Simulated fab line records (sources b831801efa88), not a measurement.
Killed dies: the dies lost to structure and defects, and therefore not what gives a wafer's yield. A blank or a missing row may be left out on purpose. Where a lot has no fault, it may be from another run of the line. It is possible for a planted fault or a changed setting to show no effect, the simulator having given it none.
What tool caused it? + flow sky130 + 13 lots with 39 wafers sampled at 6 steps, on a route of 708 steps

WHAT EACH GAUGE READ, for each wafer
SKY_FIELD_ISO_THK_MEAS_25.
| lot  | measured    | on           | FIELD_ISO_CVD_24_THK (nm) |
|------|-------------|--------------|---------------------------|
| L857 | day 2 11:17 | filmMetro-03 | 589 598 591               |
| L860 | day 3 02:47 | filmMetro-04 | 590 590 593               |
| L861 | day 3 13:38 | filmMetro-03 | 604 604 602               |
| L862 | day 3 13:43 | filmMetro-04 | 594 598 587               |
| L863 | day 3 18:35 | filmMetro-04 | 592 599 598               |
| L864 | day 3 20:28 | filmMetro-01 | 599 605 592               |
| L865 | day 3 23:23 | filmMetro-04 | 605 278 601               |
| L866 | day 4 07:16 | filmMetro-04 | 267 593 597               |
| L867 | day 4 12:11 | filmMetro-04 | 602 277 590               |
| L868 | day 4 15:41 | filmMetro-03 | 593 601 604               |
| L875 | day 6 03:31 | filmMetro-04 | 594 588 588               |
| L878 | day 6 20:49 | filmMetro-04 | 608 606 604               |
| L880 | day 7 09:05 | filmMetro-04 | 599 596 600               |

SKY_POLY_GATE_THK_MEAS_04.
| lot  | measured     | on           | POLY_GATE_CVD_03_THK (nm) |
|------|--------------|--------------|---------------------------|
| L857 | day 15 11:56 | filmMetro-03 | 76.6 76.8 76.6            |
| L860 | day 16 05:30 | filmMetro-03 | 75.4 76.0 75.9            |
| L861 | day 17 16:43 | filmMetro-03 | 75.1 75.3 75.5            |
| L862 | day 17 16:44 | filmMetro-02 | 73.9 74.4 74.1            |
| L863 | day 17 16:46 | filmMetro-02 | 73.9 73.9 73.7            |
| L864 | day 17 16:44 | filmMetro-01 | 73.8 73.8 74.1            |
| L865 | day 18 02:49 | filmMetro-01 | 74.5 74.3                 |
| L866 | day 18 14:23 | filmMetro-02 | 74.8 75.1                 |
| L867 | day 18 19:59 | filmMetro-02 | 75.6 74.8                 |
| L868 | day 19 03:25 | filmMetro-02 | 74.5 73.8 74.2            |
| L875 | day 21 10:28 | filmMetro-03 | 75.4 75.3 75.2            |
| L878 | day 22 17:31 | filmMetro-03 | 74.3 74.6 74.3            |
| L880 | day 23 11:01 | filmMetro-01 | 76.0 75.9 75.2            |

SKY_LDD_P_OVL_MEAS_08.
| lot  | measured     | on         | LDD_P_OVL (nm) |
|------|--------------|------------|----------------|
| L857 | day 19 07:47 | overlay-02 | 0.7 1.6 0.3    |
| L860 | day 20 03:22 | overlay-02 | 0.6 -0.3 -0.4  |
| L861 | day 21 14:50 | overlay-02 | 3.7 3.9 4.0    |
| L862 | day 21 15:37 | overlay-01 | 2.6 2.4 1.5    |
| L863 | day 21 17:51 | overlay-02 | 0.9 2.4 2.2    |
| L864 | day 21 15:17 | overlay-01 | -0.7 -0.4 0.9  |
| L865 | day 22 03:41 | overlay-01 | -0.8 -0.9      |
| L866 | day 22 14:32 | overlay-02 | -0.6 1.3       |
| L867 | day 22 20:28 | overlay-02 | 2.2 1.7        |
| L868 | day 23 03:29 | overlay-01 | -0.2 0.9 1.4   |
| L875 | day 25 08:28 | overlay-01 | 1.4 0.4 0.0    |
| L878 | day 26 13:14 | overlay-01 | 0.7 0.4 0.9    |
| L880 | day 27 05:50 | overlay-02 | -1.0 -2.0 -1.5 |

SKY_POLY_CUT_OVL_MEAS_09.
| lot  | measured     | on         | POLY_CUT_OVL (nm) |
|------|--------------|------------|-------------------|
| L857 | day 24 12:19 | overlay-02 | 3 0 0             |
| L860 | day 25 07:03 | overlay-01 | -2 4 3            |
| L861 | day 26 16:31 | overlay-01 | 9 4 0             |
| L862 | day 26 17:50 | overlay-01 | 6 4 9             |
| L863 | day 26 21:11 | overlay-01 | -6 -4 -2          |
| L864 | day 26 18:11 | overlay-01 | 3 3 0             |
| L865 | day 27 04:04 | overlay-02 | 7 1               |
| L866 | day 27 14:29 | overlay-01 | 3 1               |
| L867 | day 27 22:40 | overlay-02 | -6 0              |
| L868 | day 28 04:18 | overlay-01 | 8 9 7             |
| L875 | day 30 04:56 | overlay-02 | -4 -6 -8          |
| L878 | day 31 10:08 | overlay-01 | -3 0 -9           |
| L880 | day 32 00:31 | overlay-01 | -6 0 3            |

WHAT TOOL EACH LOT RAN ON (gives the tool, then ch and the chambers of the sampled wafers, and finally the start)
| lot  | SKY_FIELD_ISO_CVD_24            | SKY_FIELD_ISO_CMP_27         |
|------|---------------------------------|------------------------------|
| L857 | hdpcvd-01 ch 0,1,2, day 2 11:13 | cmp-02 ch 0,1,3, day 2 14:14 |
| L860 | hdpcvd-01 ch 0,1,2, day 3 02:42 | cmp-02 ch 1,2, day 3 04:20   |
| L861 | hdpcvd-02 ch 0,2, day 3 13:33   | cmp-02 ch 1,2,3, day 3 20:18 |
| L862 | hdpcvd-02 ch 0,2, day 3 13:37   | cmp-02 ch 0,1, day 3 20:00   |
| L863 | hdpcvd-01 ch 0,2, day 3 18:31   | cmp-02 ch 0,3, day 3 21:28   |
| L864 | hdpcvd-01 ch 1,2, day 3 20:23   | cmp-02 ch 1,2,3, day 3 22:08 |
| L865 | hdpcvd-01 ch 0,2, day 3 23:18   | cmp-02 ch 2,3, day 4 02:15   |
| L866 | hdpcvd-01 ch 0,1,2, day 4 07:10 | cmp-02 ch 0,1, day 4 08:52   |
| L867 | hdpcvd-01 ch 0,1,2, day 4 12:07 | cmp-02 ch 0,1,3, day 4 13:45 |
| L868 | hdpcvd-02 ch 0,1,2, day 4 15:36 | cmp-02 ch 0,1,2, day 4 17:20 |
| L875 | hdpcvd-02 ch 0,1,2, day 6 03:25 | cmp-01 ch 0,1,3, day 6 05:09 |
| L878 | hdpcvd-01 ch 0,1,2, day 6 20:43 | cmp-01 ch 0,1,2, day 6 23:14 |
| L880 | hdpcvd-02 ch 1,2, day 7 09:01   | cmp-02 ch 1,2,3, day 7 11:55 |
- SKY_FIELD_ISO_CVD_24: deposits SiO2, target thk 595 nm, time 99.2 s.
- SKY_FIELD_ISO_CMP_27: polishes, stops on Si3N4, t overpolish 16 s, target thk 457.8 nm.

WHAT THE TOOLS THEMSELVES READ (means of the sampled wafers that have a number; where no wafer has one, the mark that the record gives instead)
SKY_FIELD_ISO_CMP_27.
| lot  | tool   | motorCurrentA (A) | timeToEndpointS (s) |
|------|--------|-------------------|---------------------|
| L857 | cmp-02 | 12.6              | 113                 |
| L860 | cmp-02 | 12.2              | 109                 |
| L861 | cmp-02 | 12.6              | 112                 |
| L862 | cmp-02 | 13.0              | 111                 |
| L863 | cmp-02 | 11.8              | 113                 |
| L864 | cmp-02 | 12.4              | 115                 |
| L865 | cmp-02 | 11.8              | 91                  |
| L866 | cmp-02 | 12.8              | 88                  |
| L867 | cmp-02 | 12.3              | 93                  |
| L868 | cmp-02 | 12.1              | 112                 |
| L875 | cmp-01 | 11.7              | 112                 |
| L878 | cmp-01 | 11.7              | 111                 |
| L880 | cmp-02 | 12.6              | 118                 |

THE ANSWER, worked out from the rows above alone
Rule: the usual values come from the lots themselves. The widest of any qualifying gaps counts: lots, ordered by their means at a reading, are off when they make up no more than a third of the lots, leave a main group of 4 or more, and stand apart from it by 3 or more times the standard deviation of that group's means. Not used: any main group whose means are identical at the precision the tables above print for the reading. Also off: a lot with no number at a reading for which 4 or more lots have one. All remaining lots with rows at the step are treated as sound. Order of review: gauges by route order, followed by the tools' own readings, for which a lot's mean as printed above is used. The first step at which some lot is off is used, and at that step the reading that is off furthest; a lot without a number counts as furthest.
Off: at SKY_FIELD_ISO_THK_MEAS_25 (FIELD_ISO_CVD_24_THK), L865, L866, L867. For the main group the mean is 597 nm and the standard deviation 5.
A tool fits if, at a process step before that reading, it ran every lot that is off, and no sound lot after the first of them. Not tried: the gauges at SKY_FIELD_ISO_THK_MEAS_25; whatever is off there is also off at SKY_FIELD_ISO_CMP_27, on other tools, and gauge error can't account for it. Not one of the candidates tried fits.

WHAT HAD BEEN PUT IN BY THE SIMULATOR
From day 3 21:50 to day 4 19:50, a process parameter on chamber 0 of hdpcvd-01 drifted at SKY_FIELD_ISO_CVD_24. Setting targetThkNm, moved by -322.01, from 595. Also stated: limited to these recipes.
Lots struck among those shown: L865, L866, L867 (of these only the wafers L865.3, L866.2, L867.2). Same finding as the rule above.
